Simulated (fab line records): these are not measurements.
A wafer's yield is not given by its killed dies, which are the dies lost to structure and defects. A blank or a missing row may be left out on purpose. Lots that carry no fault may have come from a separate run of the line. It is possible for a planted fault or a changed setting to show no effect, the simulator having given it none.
A struck lot beside a sound one -- flow sfq_line -- 13 out of 325 route steps
Sound: the wafers L490.2, L490.5, L490.6. Struck: wafer L498.2 (left out: L498.1, L498.5 of the same lot, which were not struck); the cause appears at the end.
Order at every step that has rows: each side's tool, ch and its chambers, its first start. Under that, the readings that differ: sound wafers -- struck wafers -- difference of the means -- sigmas: that difference in standard deviations of wafers without a fault.
alike: a reading whose means differ by less than 2 such deviations, as well as words and numbers matching on both sides. not compared: withheld readings; readings where some wafer has no value; bounds like >300 that might hide an equal value; numbers whose values overlap and for which the record gives no deviation.
A row with sigmas, a row that says differs or no value, or rows on one side alone: a step with any of these is where the two part. Numbers that don't overlap but have no deviation are shown without sigmas and don't part them. A reading that every wafer of one side lacks parts them only if that side has two wafers or more.

first, 6 steps without rows for these wafers: SFQ_TRILAYER_M6_LITHO_COAT_164 (resist thk 62 nm); SFQ_TRILAYER_M6_LITHO_COAT_159 (resist thk 600 nm); SFQ_TRILAYER_M6_LITHO_SOFTBAKE_163; SFQ_TRILAYER_M6_LITHO_EXPOSE_160 (exposes mask M6, target cd 500 nm); SFQ_TRILAYER_M6_LITHO_PEB_162 (peb time 60 s); SFQ_TRILAYER_M6_LITHO_DEVELOP_161 (time 60 s).
SFQ_M6_OVL_MEAS_940:
  sound on overlay-01, day 77 02:25; struck on overlay-01, day 78 19:12
  alike: M6_OVL
SFQ_TRILAYER_M6_BARC_OPEN_METAL_ETCH_206: etches BARC in O2, target depth 125 nm, time 41.7 s.
  sound on rie_metal-04 ch 0,1, day 77 02:26; struck on rie_metal-04 ch 0, day 78 19:14
  alike: drypump_motor_current_A, oes_product_au
  not compared: rf_hours_counter_h
SFQ_TRILAYER_M6_ETCH_METAL_ETCH_162: etches Nb in Cl2/Ar, stops on SiO2, target depth 240 nm, time 120 s.
  sound on rie_metal-04 ch 0,1, day 77 02:30; struck on rie_metal-04 ch 0, day 78 19:22
  alike: drypump_motor_current_A, oes_product_au
  not compared: rf_hours_counter_h
SFQ_TRILAYER_M6_STRIP_STRIP_163: strips in O2.
  sound on rie_metal-04 ch 0,1, day 77 02:38; struck on rie_metal-04 ch 0, day 78 19:37
  alike: drypump_motor_current_A, oes_product_au
  not compared: rf_hours_counter_h
then, 1 step without rows for these wafers: SFQ_TRILAYER_M6_STRIP_SOLV_CLEAN_164 (cleans in NMP, time 600 s).
SFQ_TRILAYER_I6_DEP_PECVD_165: deposits SiO2 from SiH4/N2O, time 111.11 s, target thk 500 nm.
  sound on pecvd-03 ch 0,2, day 77 03:24; struck on pecvd-04 ch 1, day 78 20:59
reading,sound,struck,difference,sigmas
run_length_s (s),139.8 138.8 139.6,133.9,-5.5,-11
model.SiO2_of_TRILAYER_I6_DEP_PECVD_165.thk_nm (nm),497 510.9 505.5,466.3,-38.2,
  alike: heater_power_outer_w, heater_power_w, throttle_valve_pct
SFQ_TRILAYER_I6_CMP_CMP_166: polishes SiO2.
  sound on cmp-02 ch 0,1, day 77 04:30; struck on cmp-01 ch 3, day 78 23:04
reading,sound,struck,difference,sigmas
time_to_endpoint_s (s),220 234 224,200,-26,-3
  alike: motor_current_A, slurry_filter_dp_kPa

== WHERE THEY PART ==
At SFQ_TRILAYER_I6_DEP_PECVD_165 first; at SFQ_TRILAYER_I6_CMP_CMP_166 last (within this record only).

WHY: whatever the simulator had introduced
pecvd-04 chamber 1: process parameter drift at SFQ_TRILAYER_I6_DEP_PECVD_165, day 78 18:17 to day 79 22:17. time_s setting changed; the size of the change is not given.
